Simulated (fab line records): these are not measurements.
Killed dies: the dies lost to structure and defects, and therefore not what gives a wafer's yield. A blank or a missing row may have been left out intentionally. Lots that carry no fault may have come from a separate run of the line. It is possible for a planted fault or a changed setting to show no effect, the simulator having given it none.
What tool caused it? | flow sky130 | Sampling: 13 lots, 37 wafers, 4 of 708 route steps

## WHAT THE GAUGES SHOWED, per wafer
SKY_POLY_GATE_THK_MEAS_04. Usual: for POLY_GATE_CVD_03_THK the level is 74.9 nm and the standard deviation is 0.47.
lot  | measured     | on            | POLY_GATE_CVD_03_THK (nm) | flag
L704 | day 14 20:38 | film_metro-03 | 74.4 74.4 74.9            |
L705 | day 15 12:40 | film_metro-02 | 74.9 74.8 74.6            |
L708 | day 16 10:20 | film_metro-04 | 75.8 75.1 75.5            |
L709 | day 16 14:43 | film_metro-02 | 74.8 74.7 74.9            |
L710 | day 17 09:44 | film_metro-02 | 74.5 74.5 74.5            |
L711 | day 17 19:40 | film_metro-02 | 75.0 74.5 75.3            |
L712 | day 17 22:49 | film_metro-02 | 74.4 73.9 73.9            |
L713 | day 18 08:34 | film_metro-03 | 74.8 74.4 74.3            |
L716 | day 20 00:46 | film_metro-04 | 74.8 75.5                 |
L717 | day 20 08:02 | film_metro-03 | 75.0 75.3                 |
L725 | day 22 17:23 | film_metro-04 | 75.1 74.6 75.1            |
L724 | day 22 23:09 | film_metro-03 | 74.5 75.2 74.9            |
L727 | day 23 09:29 | film_metro-03 | 74.7 74.6 74.3            |

SKY_SD_P_CD_MEAS_07: the cd target is 380 nm. Usual: cd_nm 380.1 nm, standard deviation 2.6.
lot  | measured     | on        | cd_nm (nm)        | flag
L704 | day 25 01:23 | cd_sem-01 | 377.9 376.5 376.6 |
L705 | day 25 17:34 | cd_sem-01 | 381.6 382.5 380.6 |
L708 | day 27 10:05 | cd_sem-02 | 380.7 378.6 379.0 |
L709 | day 27 10:34 | cd_sem-02 | 384.5 386.0 385.1 |
L710 | day 27 17:19 | cd_sem-02 | 383.0 383.6 384.3 |
L711 | day 27 23:07 | cd_sem-02 | 379.1 380.1 380.6 |
L712 | day 28 03:47 | cd_sem-01 | 378.3 377.8 378.9 |
L713 | day 28 11:25 | cd_sem-02 | 377.1 379.2 376.1 |
L716 | day 30 02:29 | cd_sem-02 | 363.3 379.3       | OFF
L717 | day 30 06:34 | cd_sem-02 | 362.1 378.1       | OFF
L725 | day 32 10:41 | cd_sem-02 | 376.8 376.4 378.5 |
L724 | day 32 13:50 | cd_sem-02 | 382.0 383.3 381.3 |
L727 | day 33 01:37 | cd_sem-01 | 378.3 377.5 376.6 |

## WHAT TOOL EACH LOT RAN ON (gives the tool, then ch and the chambers of the sampled wafers, and finally the start)
lot  | SKY_POLY_GATE_ETCH_15              | SKY_SD_P_EXPOSE_04
L704 | rie_diel-03 ch 0,1,2, day 16 00:26 | iline_stepper-01 ch 0, day 24 11:59
L705 | rie_diel-03 ch 0,2,3, day 16 16:34 | iline_stepper-02 ch 0, day 25 02:29
L708 | rie_diel-02 ch 1,3, day 17 15:17   | iline_stepper-01 ch 0, day 26 19:46
L709 | rie_diel-01 ch 1,2,3, day 17 20:02 | iline_stepper-02 ch 0, day 26 20:08
L710 | rie_diel-01 ch 1,2,3, day 18 15:35 | iline_stepper-02 ch 0, day 27 03:52
L711 | rie_diel-03 ch 1,3, day 19 02:23   | iline_stepper-01 ch 0, day 27 09:38
L712 | rie_diel-01 ch 0,1,2, day 19 05:17 | iline_stepper-02 ch 0, day 27 13:40
L713 | rie_diel-02 ch 0,1,2, day 19 14:50 | iline_stepper-01 ch 0, day 27 21:43
L716 | rie_diel-03 ch 1,3, day 21 08:23   | iline_stepper-01 ch 0, day 29 12:36
L717 | rie_diel-01 ch 1,3, day 21 15:14   | iline_stepper-01 ch 0, day 29 17:01
L725 | rie_diel-02 ch 0,1, day 23 23:38   | iline_stepper-02 ch 0, day 31 22:01
L724 | rie_diel-02 ch 0,3, day 24 04:37   | iline_stepper-02 ch 0, day 32 01:11
L727 | rie_diel-01 ch 0,1,3, day 24 14:41 | iline_stepper-01 ch 0, day 32 12:34
- SKY_POLY_GATE_ETCH_15: etches BARC in N2/H2, stops on SiO2, time 118.5 s, target depth 110 nm.
- SKY_SD_P_EXPOSE_04: exposes mask PSDM, target cd 380 nm.

## AS READ BY THE TOOLS THEMSELVES (means over the sampled wafers that have a number; for cases with no such wafer, the mark the record gives instead)
SKY_POLY_GATE_ETCH_15. Usual: drypump_motor_current_A 5.6 A, standard deviation 0.36; oes_product_au 0.718 a.u., standard deviation 0.0044; throttle_valve_pct 13.212 %, standard deviation 0.0094.
lot  | tool        | drypump_motor_current_A (A) | oes_product_au (a.u.) | throttle_valve_pct (%) | flag
L704 | rie_diel-03 | 5.6                         | 0.719                 | 13.218                 |
L705 | rie_diel-03 | 5.7                         | 0.718                 | 13.218                 |
L708 | rie_diel-02 | 5.2                         | 0.722                 | 13.212                 |
L709 | rie_diel-01 | 5.6                         | 0.718                 | 13.212                 |
L710 | rie_diel-01 | 5.6                         | 0.719                 | 13.207                 |
L711 | rie_diel-03 | 5.7                         | 0.715                 | 13.214                 |
L712 | rie_diel-01 | 5.6                         | 0.719                 | 13.205                 |
L713 | rie_diel-02 | 5.5                         | 0.719                 | 13.209                 |
L716 | rie_diel-03 | 5.8                         | 0.720                 | 13.221                 |
L717 | rie_diel-01 | 5.5                         | 0.718                 | 13.213                 |
L725 | rie_diel-02 | 5.2                         | 0.714                 | 13.204                 |
L724 | rie_diel-02 | 5.7                         | 0.717                 | 13.221                 |
L727 | rie_diel-01 | 5.7                         | 0.711                 | 13.202                 |

## THE ANSWER, worked out from the rows above alone
Rule: lot off if the mean of its wafers having a number is beyond 3 standard deviations from the usual mean. A lot without any number at a reading at which 4 lots or more have one is off too. Where the step has rows for the other lots, those lots are counted as sound. First the gauges in route order, then the tools' own readings, where a lot's mean is used as printed above. The first step at which some lot is off is used, and at that step the reading that is off furthest; a lot without a number counts as furthest.
Off at SKY_SD_P_CD_MEAS_07 (cd_nm): L716, L717.
If a tool, at a process step before that reading, ran all the lots that are off and no sound lot after the first of them, it fits. Those tools and the gauges at SKY_SD_P_CD_MEAS_07 are tried in the same way. Of those tried, none fits.

## WHAT HAD BEEN PUT IN BY THE SIMULATOR
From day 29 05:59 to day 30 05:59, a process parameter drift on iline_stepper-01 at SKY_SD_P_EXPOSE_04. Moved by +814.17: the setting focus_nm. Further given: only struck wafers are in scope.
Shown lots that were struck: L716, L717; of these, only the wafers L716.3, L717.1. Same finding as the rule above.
